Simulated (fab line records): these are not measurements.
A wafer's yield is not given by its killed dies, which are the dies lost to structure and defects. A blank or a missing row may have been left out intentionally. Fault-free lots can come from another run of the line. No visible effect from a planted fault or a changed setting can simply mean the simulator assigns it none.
Chamber matching + flow sky130 + cmp-01 running SKY_VIA2_CMP_24: 4 sister chambers
The step polishes, stops on SiO2, t overpolish 20 s, target thk 0 nm. 16 wafers are shown with their chamber, then 8 later ones without.

## EACH WAFER AND ITS CHAMBER
| wafer  | chamber | motor_current_A (A) | time_to_endpoint_s (s) | overpolish_run_s (s) |
|--------|---------|---------------------|------------------------|----------------------|
| L150.2 | 3       | 9.4                 | 110                    | 20.035               |
| L150.4 | 2       | 12.4                | 106                    | 19.984               |
| L150.5 | 3       | 9.3                 | 108                    | 20.000               |
| L154.1 | 1       | 12.3                | 96                     | 19.976               |
| L154.2 | 0       | 9.2                 | 92                     | 19.984               |
| L154.3 | 2       | 12.9                | 97                     | 19.988               |
| L155.3 | 0       | 8.9                 | 102                    | 19.981               |
| L155.5 | 2       | 12.2                | 103                    | 19.993               |
| L155.6 | 3       | 9.2                 | 108                    | 19.994               |
| L156.2 | 1       | 12.2                | 104                    | 20.006               |
| L156.3 | 2       | 12.6                | 103                    | 20.006               |
| L156.6 | 2       | 12.3                | 104                    | 19.993               |
| L159.3 | 2       | 12.3                | 99                     | 19.992               |
| L159.4 | 1       | 11.9                | 100                    | 20.002               |
| L159.5 | 3       | 9.4                 | 104                    | 19.999               |
| L165.1 | 1       | 12.0                | 112                    | 20.020               |

SIGNATURES (averages over the wafers above)
| reading            | chamber 0 | chamber 1 | chamber 2 | chamber 3 | scatter within a chamber |
|--------------------|-----------|-----------|-----------|-----------|--------------------------|
| motor_current_A    | 9.050     | 12.100    | 12.450    | 9.325     | 0.206                    |
| time_to_endpoint_s | 97.00     | 103.00    | 102.00    | 107.50    | 4.7                      |
| overpolish_run_s   | 19.98250  | 20.00100  | 19.99267  | 20.00700  | 0.014                    |
Rule: for each reading, subtract the chamber's mean from the wafer's reading, divide by that reading's scatter and square the result; add these up over the readings and take the root, which gives the wafer's distance from the chamber. The wafer belongs to the nearest chamber; if the next one is less than 2 further off, it can't be placed. The scatter is the square root of a quotient: the sum, over the shown wafers, of each reading's squared deviation from its chamber's mean, divided by wafers minus chambers.

## WAFERS WITHOUT THEIR CHAMBER
| wafer  | motor_current_A (A) | time_to_endpoint_s (s) | overpolish_run_s (s) |
|--------|---------------------|------------------------|----------------------|
| L165.5 | 11.8                | 107                    | 20.012               |
| L165.6 | 12.4                | 108                    | 20.006               |
| L166.2 | 12.5                | 105                    | 20.016               |
| L166.4 | 12.3                | 105                    | 19.996               |
| L166.5 | 9.2                 | 98                     | 19.995               |
| L168.1 | 12.5                | 108                    | 20.001               |
| L168.5 | 9.4                 | 105                    | 19.993               |
| L168.6 | 9.2                 | 110                    | 20.017               |

## WHICH CHAMBER EACH WENT THROUGH
| wafer  | from the rows above     | in truth |
|--------|-------------------------|----------|
| L165.5 | can't be placed: 1 or 2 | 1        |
| L165.6 | can't be placed: 2 or 1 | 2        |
| L166.2 | can't be placed: 2 or 1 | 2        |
| L166.4 | can't be placed: 2 or 1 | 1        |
| L166.5 | can't be placed: 0 or 3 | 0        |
| L168.1 | can't be placed: 2 or 1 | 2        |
| L168.5 | can't be placed: 3 or 0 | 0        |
| L168.6 | 3                       | 3        |
Correctly placed: 1 of 8. Cannot be placed on the basis of these rows: 7; the candidates contain the true chamber in 7. Number placed wrongly: 0.
